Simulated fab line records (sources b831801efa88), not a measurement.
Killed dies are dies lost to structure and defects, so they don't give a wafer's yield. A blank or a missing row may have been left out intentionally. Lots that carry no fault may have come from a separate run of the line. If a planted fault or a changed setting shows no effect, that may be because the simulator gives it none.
Problem report in the 8D (eight disciplines) form, filled by code || flow gf180mcu || the parts of the form that need people (team, actions taken, sign-off) are left out

## 1. WHAT IS WRONG
Mean PASSIVATION_CVD_02_THK at GF_PASSIVATION_THK_MEAS_03: 740 nm over 4 wafers in 2 lots; fault-free wafers: 697 nm, standard deviation 8.4. That puts it +5.1 standard deviations away from the usual mean.
First observed at day 31 12:27: wafer L733.1, on film metro-02. The record holds 34 wafers of 12 lots with a number at this step. Rule for "out" (also "out of limits"): further than 4 standard deviations from the usual mean. Any other wafer with a number is counted as sound.

## 2. WHAT THIS IS AND IS NOT
{"question": "which readings at this step", "is": "PASSIVATION_CVD_02_THK", "is not": "-"}
{"question": "which lots", "is": "L733, L734", "is not": "L722, L723, L724, L725, L726, L739, L742, L743, L744, L745"}
{"question": "which wafers of those lots", "is": "all that have a number", "is not": "-"}
{"question": "read on which gauges", "is": "film metro-02", "is not": "film metro-01, film metro-04"}
{"question": "when", "is": "from day 31 12:27", "is not": "up to then (15 sound wafers); but 15 sound wafers of L739, L742, L743, L744, L745 came after"}

## 3. WHAT RULES OUT EACH SUSPECT
Counting: a tool at any process step up to the reading remains a suspect when it ran all the lots that are out and ran no sound lot after the first of those.
- the gauge at GF_PASSIVATION_THK_MEAS_03: kept. All the wafers that are out were read on film metro-02, and no step on other tools shows them out.
- pecvd-01 at GF_PASSIVATION_CVD_02 (deposits Si3N4, target thk 700 nm, time 486.18 s): ruled out as a lasting fault. Following L733 (day 31 12:10), the first lot on it that is out, the sound lots L745 were run on it.
The count leaves film metro-02 at GF_PASSIVATION_THK_MEAS_03.

## 4. THE CAUSE (what the simulator had put in)
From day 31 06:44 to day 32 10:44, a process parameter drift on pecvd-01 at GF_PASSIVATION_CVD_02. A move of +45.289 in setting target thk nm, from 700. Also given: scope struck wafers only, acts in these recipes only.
Counting ruled it out, wrongly: the rule takes a fault to strike every lot that its tool runs from its start on, and this one did not.

## 5. SEQUENCE OF EFFECTS, ordered by route
One row per reading whose mean, taken over the struck wafers that have a number, lies over 3 standard deviations from the usual. Only readings whose record carries a usual standard deviation are examined. hours: median over the lots of the time between each lot's start at the first step of this table that gives one and its start at this step. sigmas: the change, counted in usual standard deviations.
{"hours": 0, "step": "GF_PASSIVATION_THK_MEAS_03", "reading": "PASSIVATION_CVD_02_THK", "usual": "697 nm", "on struck wafers": 740, "change": "+43", "sigmas": "+5.1"}

## 6. WHAT WOULD HAVE CAUGHT IT SOONER
In this record the first reading out of limits at a measuring or inspecting step was taken at day 31 12:27, 6 hours after the fault began at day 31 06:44.
An alarm limit of 4 standard deviations would not have fired on the tool readings at GF_PASSIVATION_CVD_02 for which the record gives a usual standard deviation, since none of them was out on any struck wafer.
